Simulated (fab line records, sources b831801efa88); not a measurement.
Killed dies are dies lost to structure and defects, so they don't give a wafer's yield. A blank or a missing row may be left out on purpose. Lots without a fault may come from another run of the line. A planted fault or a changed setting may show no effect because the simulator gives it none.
Split-lot experiment | flow sky130 | 5 lots, 27 wafers read, on a route of 708 steps

THE SPLIT
At SKY_POLY_GATE_ETCH_15 (etches BARC in N2/H2, stops on SiO2, time 118.5 s, target depth 110 nm), the setting time_s was moved away from the recipe's 118.5 s on 9 of the 27 wafers read, by -25.8% to +43.5%. The other wafers ran this setting at the recipe's value.

FROM THE SPLIT TO THE READING: what the file shows between them, 1 step
- SKY_POLY_GATE_ETCH_16: etches Si3N4 in CH3F/O2, stops on poly-Si, time 147.5 s, target depth 75 nm

THE READING
POLY_GATE.cd_nm (the simulator's own value, which no gauge read), in nm, at SKY_POLY_GATE_ETCH_17 (etches poly-Si in HBr/Cl2, stops on SiO2, target depth 180 nm, time 70.5 s). The file gives no usual value for it. The 18 wafers here that ran the recipe average 151.9 nm, standard deviation 4.4 nm.

wafer  | tool, chamber at the split | time_s as run, s | against the recipe | POLY_GATE.cd_nm, nm | against lot-mates on the recipe
L075.1 | rie_diel-04, 1             | 118.5            | recipe             | 156.4               | -
L075.3 | rie_diel-04, 2             | 118.5            | recipe             | 153.2               | -
L075.6 | rie_diel-04, 2             | 118.5            | recipe             | 155.3               | -
L074.1 | rie_diel-04, 0             | 118.5            | recipe             | 156                 | -
L074.2 | rie_diel-04, 2             | 118.5            | recipe             | 157                 | -
L074.3 | rie_diel-04, 3             | 170              | +43.5%             | 149.9               | -7.1
L074.4 | rie_diel-04, 1             | 170              | +43.5%             | 144.8               | -12.2
L074.5 | rie_diel-04, 3             | 170              | +43.5%             | 145.4               | -11.6
L074.6 | rie_diel-04, 0             | 118.5            | recipe             | 157.9               | -
L078.1 | rie_diel-03, 0             | 118.5            | recipe             | 147.2               | -
L078.2 | rie_diel-03, 1             | 118.5            | recipe             | 148.9               | -
L078.3 | rie_diel-03, 2             | 118.5            | recipe             | 149.2               | -
L078.4 | rie_diel-03, 0             | 118.5            | recipe             | 149.6               | -
L078.5 | rie_diel-03, 2             | 118.5            | recipe             | 149.1               | -
L078.6 | rie_diel-03, 1             | 118.5            | recipe             | 146.8               | -
L081.1 | rie_diel-04, 2             | 87.91            | -25.8%             | 159.8               | +3.9
L081.2 | rie_diel-04, 3             | 118.5            | recipe             | 155.6               | -
L081.3 | rie_diel-04, 0             | 87.91            | -25.8%             | 160.7               | +4.8
L081.4 | rie_diel-04, 1             | 118.5            | recipe             | 155.4               | -
L081.5 | rie_diel-04, 3             | 87.91            | -25.8%             | 162.5               | +6.6
L081.6 | rie_diel-04, 2             | 118.5            | recipe             | 156.8               | -
L084.1 | rie_diel-02, 0             | 149.5            | +26.2%             | 141                 | -5.6
L084.2 | rie_diel-02, 1             | 118.5            | recipe             | 149.8               | -
L084.3 | rie_diel-02, 3             | 149.5            | +26.2%             | 140.3               | -6.3
L084.4 | rie_diel-02, 2             | 149.5            | +26.2%             | 138.4               | -8.2
L084.5 | rie_diel-02, 2             | 118.5            | recipe             | 144.8               | -
L084.6 | rie_diel-02, 3             | 118.5            | recipe             | 145.1               | -

THE FIT
A straight line over all 27 wafers: POLY_GATE.cd_nm changes by -0.243 nm for each +1% of time_s; r = -0.70; the points scatter about the line by 4.8 nm.
The same after taking each lot's own level away (the mean of its wafers on the recipe; 27 wafers): -0.229 nm for each +1%; r = -0.95; scatter 1.5 nm.
On that fit, the largest move of time_s shifts the reading by 10 nm.
The lots' own levels span 146.57 to 156.97 nm, that is 2.4 times the standard deviation above.
So the lot-to-lot level blurs the effect unless lot-mates are compared.
Check: with one of the wafers moved furthest among these (+43.5%) left out of the fit, the line predicts -10.9 nm for it against its lot-mates. It came out at -7.07 nm against them.
Tool readings at the split's step, against how far the setting was moved: oes_product_au r = -0.73.

OTHER SPLITS ON THESE WAFERS
These wafers also went through other splits before the reading. Each is held against what the fit with the lots' levels taken away leaves over:
other split on the same wafers        | wafers away from the commonest value | r with POLY_GATE.cd_nm (lot level and that fit taken away)
SKY_SONOS_ONO_CVD_02 time_s           | 12                                   | -0.08
SKY_GATE_OXIDE_OXIDATION_01 ox_time_s | 6                                    | -0.08

THE WHOLE CHAIN: every reading that the file lists as answering this split, in the file's order
step                  | what it does                                                                | reading                                                                                | change (the file's fit)                                                              | r (the file's)
SKY_POLY_GATE_ETCH_15 | etches BARC in N2/H2, stops on SiO2, time 118.5 s, target depth 110 nm      | oes_product_au                                                                         | not straight: 0.835 at the lowest setting, 0.718 at the recipe, 0.697 at the highest | not given
SKY_POLY_GATE_ETCH_15 | etches BARC in N2/H2, stops on SiO2, time 118.5 s, target depth 110 nm      | KrF-thick_of_POLY_GATE_COAT_08.thk_nm (the simulator's own value, which no gauge read) | -0.865 nm for each +1% of the setting                                                | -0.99
SKY_POLY_GATE_ETCH_15 | etches BARC in N2/H2, stops on SiO2, time 118.5 s, target depth 110 nm      | SiO2_of_SONOS_ONO_CVD_04.thk_nm (the simulator's own value, which no gauge read)       | not straight: 4.24 at the lowest setting, 4.308 at the recipe, 0 at the highest      | not given
SKY_POLY_GATE_ETCH_15 | etches BARC in N2/H2, stops on SiO2, time 118.5 s, target depth 110 nm      | POLY_GATE.cd_nm (the simulator's own value, which no gauge read)                       | -0.248 nm for each +1% of the setting                                                | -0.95
SKY_POLY_GATE_ETCH_16 | etches Si3N4 in CH3F/O2, stops on poly-Si, time 147.5 s, target depth 75 nm | KrF-thick_of_POLY_GATE_COAT_08.thk_nm (the simulator's own value, which no gauge read) | -0.84 nm for each +1% of the setting                                                 | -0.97
SKY_POLY_GATE_ETCH_16 | etches Si3N4 in CH3F/O2, stops on poly-Si, time 147.5 s, target depth 75 nm | POLY_GATE.cd_nm (the simulator's own value, which no gauge read)                       | -0.238 nm for each +1% of the setting                                                | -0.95
SKY_POLY_GATE_ETCH_17 | etches poly-Si in HBr/Cl2, stops on SiO2, target depth 180 nm, time 70.5 s  | KrF-thick_of_POLY_GATE_COAT_08.thk_nm (the simulator's own value, which no gauge read) | -0.826 nm for each +1% of the setting                                                | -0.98
SKY_POLY_GATE_ETCH_17 | etches poly-Si in HBr/Cl2, stops on SiO2, target depth 180 nm, time 70.5 s  | POLY_GATE.cd_nm (the simulator's own value, which no gauge read)                       | -0.232 nm for each +1% of the setting                                                | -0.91

THE FILE'S OWN FIT
POLY_GATE.cd_nm changes by -0.232 nm for each +1% of time_s, r = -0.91.
